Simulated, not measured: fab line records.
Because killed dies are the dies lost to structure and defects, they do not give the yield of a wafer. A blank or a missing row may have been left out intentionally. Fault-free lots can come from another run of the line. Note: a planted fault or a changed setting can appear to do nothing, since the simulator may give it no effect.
Comparing a struck lot with a sound one | flow gf180mcu | 14 steps out of a route of 602
Sound: wafers L775.1, L775.2, L775.4. Wafers L771.1, L771.3, L771.5 were the ones struck. The cause is given at the end.
Per side, at each step with rows, come the tool, then ch with its chambers, and then its first start. Under that, the readings that differ: sound wafers | struck wafers | difference of the means | sigmas: that difference in standard deviations of wafers without a fault.
alike: readings whose means differ by less than 2 such deviations, and words and numbers that are the same on both sides. not compared: withheld readings, readings that some wafer has no value for, bounds like >300 that may hide the same value, and numbers for which the record gives no deviation and whose values overlap.
The two part at a step that has a row with sigmas, a row that says differs or no value, or rows on one side only. Numbers that don't overlap but have no deviation are shown without sigmas and don't part them. Lack of a reading on every wafer of one side parts them only where that side has two or more wafers.

first, 4 steps without rows for these wafers: GF_HV_LDD_SOFTBAKE_42 (time 60 s); GF_HV_LDD_EXPOSE_43 (exposes mask Pplus HV AREA, target cd 400 nm); GF_HV_LDD_PEB_44; GF_HV_LDD_DEVELOP_45 (develop time 60 s).
GF_HV_LDD_CD_MEAS_46 targets a cd of 400 nm.
  struck on cd-sem-02, day 15 19:47; sound on cd-sem-02, day 17 00:31
  alike: cd-nm
GF_HV_LDD_OVL_MEAS_47:
  struck on overlay-01, day 15 19:54; sound on overlay-02, day 17 00:38
  alike: HV_LDD_03_OVL
after that, 1 step had no rows for these wafers: GF_HV_LDD_IMPLANT_48.
GF_HV_LDD_STRIP_49: strips in O2/N2.
  sound on plasma-asher-03 ch 0,1, day 17 00:49; struck on plasma-asher-01 ch 0,1, day 15 20:05
  reading                     | sound          | struck         | difference | sigmas
  drypump-motor-current-A (A) | 5.21 5.40 5.20 | 5.91 5.79 5.81 | +0.57      | +2
  alike: chamber-pressure-mTorr, heater-power-w, oes-product-au, strip-time-to-endpoint-s
  not compared: rf-hours-counter-h
GF_HV_LDD_TW_MEAS_50:
  struck on film-metro-03, day 15 20:11; sound on film-metro-01, day 17 00:55
  alike: HV_LDD_4_TW
then, 1 step without rows for these wafers: GF_HV_LDD_CLEAN_51 (cleans in SC1/SC2, time 150 s).
GF_HV_LDD_RTA_52: time 10 s.
  sound on rtp-anneal-01 ch 0, day 17 01:02; struck on rtp-anneal-01 ch 0, day 15 20:18
  alike: lamp-power-pct, wafer_temp_C_max
GF_HV_LDD_RS_MEAS_53: uses a four-point probe to measure.
  struck on film-metro-01, day 15 20:22; sound on film-metro-04, day 17 01:06
  alike: HV_LDD_RS
GF_HV_LDD_CVD_54: deposits SiO2 from TEOS, target thk 10 nm, time 75 s.
  sound on lpcvd-02 ch 0, day 17 01:13; struck on lpcvd-01 ch 1, day 15 20:29
  no value came back on the struck wafers for pressure-mtorr (mTorr), spike-tc-bottom-C (C), spike-tc-upper-C (C); on the sound wafers pressure-mtorr (mTorr) reads 400.7 401.1 400.3
then, 1 step without rows for these wafers: GF_HV_LDD_CVD_56 (deposits Si3N4 from DCS/NH3, target thk 90 nm, time 1543 s).

## WHERE THEY PART
Last at GF_HV_LDD_CVD_54 as far as this record goes, first at GF_HV_LDD_STRIP_49.

WHY: what the simulator had put in
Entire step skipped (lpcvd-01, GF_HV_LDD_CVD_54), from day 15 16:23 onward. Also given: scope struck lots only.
